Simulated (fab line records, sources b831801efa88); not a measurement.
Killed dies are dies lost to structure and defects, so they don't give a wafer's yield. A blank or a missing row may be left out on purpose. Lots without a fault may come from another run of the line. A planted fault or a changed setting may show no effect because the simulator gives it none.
A struck lot beside a sound one | flow gf180mcu | 43 steps out of a route of 602
Sound: wafers L670.3, L670.4, L670.5. Struck: wafers L681.1, L681.3, L681.6. The cause comes at the end.
At each step with rows: each side's tool, then ch and its chambers, then its first start. Under that, the readings that differ: sound wafers | struck wafers | difference of the means | sigmas: that difference in standard deviations of wafers without a fault.
alike: readings whose means differ by less than 2 such deviations, and words and numbers that are the same on both sides. not compared: withheld readings, readings that some wafer has no value for, bounds like >300 that may hide the same value, and numbers for which the record gives no deviation and whose values overlap.
The two part at a step that has a row with sigmas, a row that says differs or no value, or rows on one side only. Numbers that don't overlap but have no deviation are shown without sigmas and don't part them. A reading that every wafer of one side lacks parts them only if that side has two wafers or more.

first, 1 step without rows for these wafers: GF_LVPWELL_IMPLANT_09.
GF_LVPWELL_STRIP_10: strips in O2/N2.
  sound on plasma_asher-04 ch 0,1, day 4 03:07; struck on plasma_asher-04 ch 1, day 6 22:05
  alike: drypump_motor_current_A, heater_power_w, oes_product_au, strip_time_to_endpoint_s
  not compared: rf_hours_counter_h
GF_LVPWELL_TW_MEAS_11:
  sound on film_metro-03, day 4 03:13; struck on film_metro-04, day 6 22:11
  reading    | sound       | struck      | difference | sigmas
  LVPWELL_TW | 568 570 569 | 562 559 560 | -9         | -3
then, 7 steps without rows for these wafers: GF_MVSD_DEHYDRATE_00 (time 60 s); GF_MVSD_HMDS_01 (prime time 60 s); GF_MVSD_COAT_02 (resist thk 3000 nm); GF_MVSD_SOFTBAKE_03; GF_MVSD_EXPOSE_04 (exposes mask MVSD, target cd 1000 nm); GF_MVSD_PEB_05; GF_MVSD_DEVELOP_06 (develop time 60 s).
GF_MVSD_OVL_MEAS_07:
  sound on overlay-02, day 4 16:34; struck on overlay-02, day 7 12:56
  alike: MVSD_OVL
then, 1 step without rows for these wafers: GF_MVSD_IMPLANT_08.
GF_MVSD_IMPLANT_09:
  sound on implanter-01 ch 0, day 4 16:47; struck on implanter-02, day 7 13:07
  no value came back on the struck wafers for beam_energy_keV, beam_on_s (s), faraday_current_uA; on the sound wafers beam_energy_keV reads 99.99 100.02 100.04
GF_MVSD_STRIP_10: strips in O2/N2.
  sound on plasma_asher-01 ch 0,1, day 4 16:55; struck on plasma_asher-02 ch 0,1, day 7 13:16
  alike: drypump_motor_current_A, heater_power_w, oes_product_au, strip_time_to_endpoint_s
  not compared: rf_hours_counter_h
GF_MVSD_TW_MEAS_11:
  sound on film_metro-04, day 4 17:01; struck on film_metro-01, day 7 13:22
  reading | sound          | struck         | difference | sigmas
  MVSD_TW | 1592 1593 1592 | 1521 1522 1529 | -68        | -9
then, 7 steps without rows for these wafers: GF_MVPSD_DEHYDRATE_00 (time 60 s); GF_MVPSD_HMDS_01 (prime time 60 s); GF_MVPSD_COAT_02 (resist thk 3000 nm); GF_MVPSD_SOFTBAKE_03; GF_MVPSD_EXPOSE_04 (exposes mask MVPSD, target cd 1000 nm); GF_MVPSD_PEB_05; GF_MVPSD_DEVELOP_06 (develop time 60 s).
GF_MVPSD_OVL_MEAS_07:
  sound on overlay-02, day 5 05:30; struck on overlay-02, day 8 05:19
  alike: MVPSD_OVL
then, 2 steps without rows for these wafers: GF_MVPSD_IMPLANT_08; GF_MVPSD_IMPLANT_09.
GF_MVPSD_STRIP_10: strips in O2/N2.
  sound on plasma_asher-02 ch 0,1, day 5 05:52; struck on plasma_asher-02 ch 0,1, day 8 05:38
  alike: drypump_motor_current_A, heater_power_w, oes_product_au, strip_time_to_endpoint_s
  not compared: rf_hours_counter_h
GF_MVPSD_TW_MEAS_11:
  sound on film_metro-04, day 5 05:57; struck on film_metro-03, day 8 05:44
  alike: MVPSD_TW
then, 7 steps without rows for these wafers: GF_VT_IMPLANT_DEHYDRATE_00 (time 60 s); GF_VT_IMPLANT_HMDS_01 (prime time 60 s); GF_VT_IMPLANT_COAT_02 (resist thk 1000 nm); GF_VT_IMPLANT_SOFTBAKE_03 (time 60 s); GF_VT_IMPLANT_EXPOSE_04 (exposes mask LVPWELL LV AREA, target cd 600 nm); GF_VT_IMPLANT_PEB_05; GF_VT_IMPLANT_DEVELOP_06 (develop time 60 s).
GF_VT_IMPLANT_OVL_MEAS_07:
  sound on overlay-02, day 5 20:19; struck on overlay-02, day 8 21:38
  alike: VT_IMPLANT_OVL
then, 1 step without rows for these wafers: GF_VT_IMPLANT_IMPLANT_08.
GF_VT_IMPLANT_STRIP_09: strips in O2/N2.
  sound on plasma_asher-03 ch 0,1, day 5 20:31; struck on plasma_asher-01 ch 0,1, day 8 21:50
  alike: drypump_motor_current_A, heater_power_w, oes_product_au, strip_time_to_endpoint_s
  not compared: rf_hours_counter_h
GF_VT_IMPLANT_TW_MEAS_10:
  sound on film_metro-04, day 5 20:37; struck on film_metro-04, day 8 21:56
  alike: VT_IMPLANT_TW
then, 4 steps without rows for these wafers: GF_VT_IMPLANT_DEHYDRATE_11 (time 60 s); GF_VT_IMPLANT_HMDS_12 (prime time 60 s); GF_VT_IMPLANT_COAT_13 (resist thk 993.2 nm); GF_VT_IMPLANT_SOFTBAKE_14 (time 60 s).
-- the record jumps here: 2 days lie between the struck wafers' starts before and after --
GF_VT_IMPLANT_RS_MEAS_46: measures by four-point-probe.
  sound on film_metro-03, day 7 18:35; struck on film_metro-04, day 11 03:38
  reading          | sound             | struck | difference                    | sigmas
  MVSD_RS (ohm/sq) | 456.9 457.0 457.2 | - - -  | no value on the struck wafers |

WHERE THEY PART
First at GF_LVPWELL_TW_MEAS_11; last, within this record, at GF_VT_IMPLANT_RS_MEAS_46.

WHY: what the simulator had put in
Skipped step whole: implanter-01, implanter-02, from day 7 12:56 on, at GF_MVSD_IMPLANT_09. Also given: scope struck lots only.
